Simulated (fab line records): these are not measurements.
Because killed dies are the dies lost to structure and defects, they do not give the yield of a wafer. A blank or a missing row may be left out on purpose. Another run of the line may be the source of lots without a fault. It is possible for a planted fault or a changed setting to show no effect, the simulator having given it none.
One fault seen from 2 desks	flow gf180mcu	each desk has only its own numbers; what lay behind them comes last

## FROM THE METROLOGY DESK
What the gauges read for every lot (on any tool): the sampled wafers with a number, averaged. If a lot's mean is further than 4 standard deviations from the usual mean, the lot is out of limits and carries the mark OUT (the distance appears in the brackets).
Columns: A = M4_ALCU_RS at GF_M4_RS_MEAS_05, usual 0.0694 ohm/sq; B = V4_CVD_00_THK at GF_V4_THK_MEAS_01, usual 599 nm; C = V4_OVL at GF_V4_OVL_MEAS_15, usual -1 nm
lot	first seen here	A	B	C
L495	day 22 13:34	0.0695	596	4
L497	day 23 09:52	0.0695	598	4
L498	day 23 14:55	0.0687	598	2
L500	day 24 07:57	0.0706	607	1
L501	day 24 17:46	0.0704	592	-3
L503	day 25 10:22	0.0694	593	-0
L505	day 26 07:44	0.0695	604	-5
L510	day 27 15:24	0.0688	720 (+23) OUT	-2
L511	day 28 04:28	0.0699	713 (+22) OUT	3
L512	day 28 16:47	0.0709	604	-8
L514	day 29 09:15	0.0685	597	3
L517	day 30 01:02	0.0699	593	-3
Per this desk, out of limits: L510, L511; the first was L510, day 28 12:09 (V4_CVD_00_THK at GF_V4_THK_MEAS_01). L495, L497, L498, L500, L501, L503, L505, L512, L514, L517 stayed within limits.

## FOR THE TOOL OWNER'S DESK: hdpcvd-02
The tool's own readings at GF_V4_CVD_00 (deposits SiO2, target thk 600 nm, time 100 s): means of the sampled wafers that have a number, for each lot that ran on this tool. If a lot's mean is further than 4 standard deviations from the usual mean, the lot is out of limits and carries the mark OUT (the distance appears in the brackets).
Columns: A = sih4 flow sccm at GF_V4_CVD_00, usual 60.01 sccm
lot	first seen here	A
L495	day 23 13:02	59.95
L498	day 24 14:25	59.98
L501	day 25 15:49	60.02
L510	day 28 12:04	71.95 (+66) OUT
L511	day 29 01:14	71.88 (+66) OUT
This desk's finding: out of limits on L510, L511; first on L510, day 28 12:04 (sih4 flow sccm at GF_V4_CVD_00). L495, L498, L501 stayed within limits.

## PUT TOGETHER
At day 28 12:04, on L510, L511, the tool owner's desk was in a position to raise an alarm.
At day 28 12:09 the metrology desk could have sounded an alarm, on L510, L511.
All the named lots went through GF_V4_CVD_00 on hdpcvd-02.

## WHAT THE SIMULATOR PUT IN
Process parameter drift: hdpcvd-02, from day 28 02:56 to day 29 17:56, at GF_V4_CVD_00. From 60, the setting sih4 flow sccm moved by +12. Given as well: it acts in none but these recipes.
Shown lots that were struck: L510, L511.
Hours from the fault's start to each desk's first reading out of limits: the tool owner's desk, 9; the metrology desk, 9.
